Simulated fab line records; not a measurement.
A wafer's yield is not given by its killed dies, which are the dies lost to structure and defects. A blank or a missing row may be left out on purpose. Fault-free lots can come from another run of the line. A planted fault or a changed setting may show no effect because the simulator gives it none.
2 desks, one fault || flow gf180mcu || what lay behind the numbers comes last; until then each desk has only its own

## FROM THE METROLOGY DESK
Means of the sampled wafers that have a number, per lot and without regard to the tool the lot ran on: this is what the gauges read. If a lot's mean is further than 4 standard deviations from the usual mean, the lot is out of limits and carries the mark OUT (the distance appears in the brackets).
Columns: A = MVPSD_RS at GF_VT_IMPLANT_RS_MEAS_49, usual 1168 ohm/sq; B = PASSIVATION_BOW at GF_PASSIVATION_BOW_MEAS_14, usual 132 um
{"lot": "L910", "first seen here": "day 7 12:22", "A": 1165, "B": 146}
{"lot": "L911", "first seen here": "day 7 22:30", "A": 1168, "B": 122}
{"lot": "L913", "first seen here": "day 8 09:43", "A": 1167, "B": 117}
{"lot": "L914", "first seen here": "day 8 14:33", "A": 1165, "B": 126}
{"lot": "L917", "first seen here": "day 9 13:50", "A": 1166, "B": 128}
{"lot": "L918", "first seen here": "day 9 19:39", "A": 1171, "B": 127}
{"lot": "L920", "first seen here": "day 10 10:55", "A": 1167, "B": 144}
{"lot": "L921", "first seen here": "day 10 16:33", "A": "1106 (-20) OUT", "B": 133}
{"lot": "L922", "first seen here": "day 10 20:49", "A": "1102 (-21) OUT", "B": 143}
{"lot": "L926", "first seen here": "day 11 22:42", "A": 1169, "B": 135}
{"lot": "L931", "first seen here": "day 13 12:33", "A": 1168, "B": 117}
{"lot": "L932", "first seen here": "day 13 21:29", "A": 1167, "B": 143}
This desk's result: L921, L922 out of limits, first on L921 (MVPSD_RS at GF_VT_IMPLANT_RS_MEAS_49), day 10 16:33. In limits: L910, L911, L913, L914, L917, L918, L920, L926, L931, L932.

## THE TOOL OWNER'S DESK: implanter-03
For each lot that ran on this tool, the mean over its sampled wafers that have a number, from the tool's own readings at GF_MVPSD_IMPLANT_09. If a lot's mean is further than 4 standard deviations from the usual mean, the lot is out of limits and carries the mark OUT (the distance appears in the brackets).
Columns: A = beam energy keV at GF_MVPSD_IMPLANT_09, usual 40.000; B = dose ions cm2 at GF_MVPSD_IMPLANT_09, usual 5e+12; C = faraday current uA at GF_MVPSD_IMPLANT_09, usual 28.2
{"lot": "L913", "first seen here": "day 5 17:40", "A": 40.008, "B": 5e+12, "C": 28.5}
{"lot": "L918", "first seen here": "day 7 00:38", "A": 40.009, "B": 5e+12, "C": 28.3}
{"lot": "L920", "first seen here": "day 7 14:52", "A": 39.989, "B": 5e+12, "C": 27.9}
{"lot": "L921", "first seen here": "day 7 18:34", "A": 40.000, "B": "7e+12 (+99 or more) OUT", "C": "38.1 (+17) OUT"}
{"lot": "L922", "first seen here": "day 7 23:48", "A": 39.996, "B": "7e+12 (+99 or more) OUT", "C": "38.0 (+17) OUT"}
This desk finds L921, L922 out of limits, L921 being first, at day 7 18:34 (dose ions cm2 at GF_MVPSD_IMPLANT_09). In limits: L913, L918, L920.

## TAKEN TOGETHER
An alarm could have come from the tool owner's desk at day 7 18:34, on L921, L922.
At day 10 16:33 the metrology desk could have sounded an alarm, on L921, L922.
On implanter-03, each named lot ran GF_MVPSD_IMPLANT_09.

## WHAT THE SIMULATOR HAD PUT IN
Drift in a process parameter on implanter-03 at GF_MVPSD_IMPLANT_09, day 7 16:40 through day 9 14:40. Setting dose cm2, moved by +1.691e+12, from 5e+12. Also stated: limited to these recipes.
Lots struck among those shown: L921, L922.
Counting hours from when the fault started, the first reading out of limits came at 2 for the tool owner's desk and at 72 for the metrology desk.
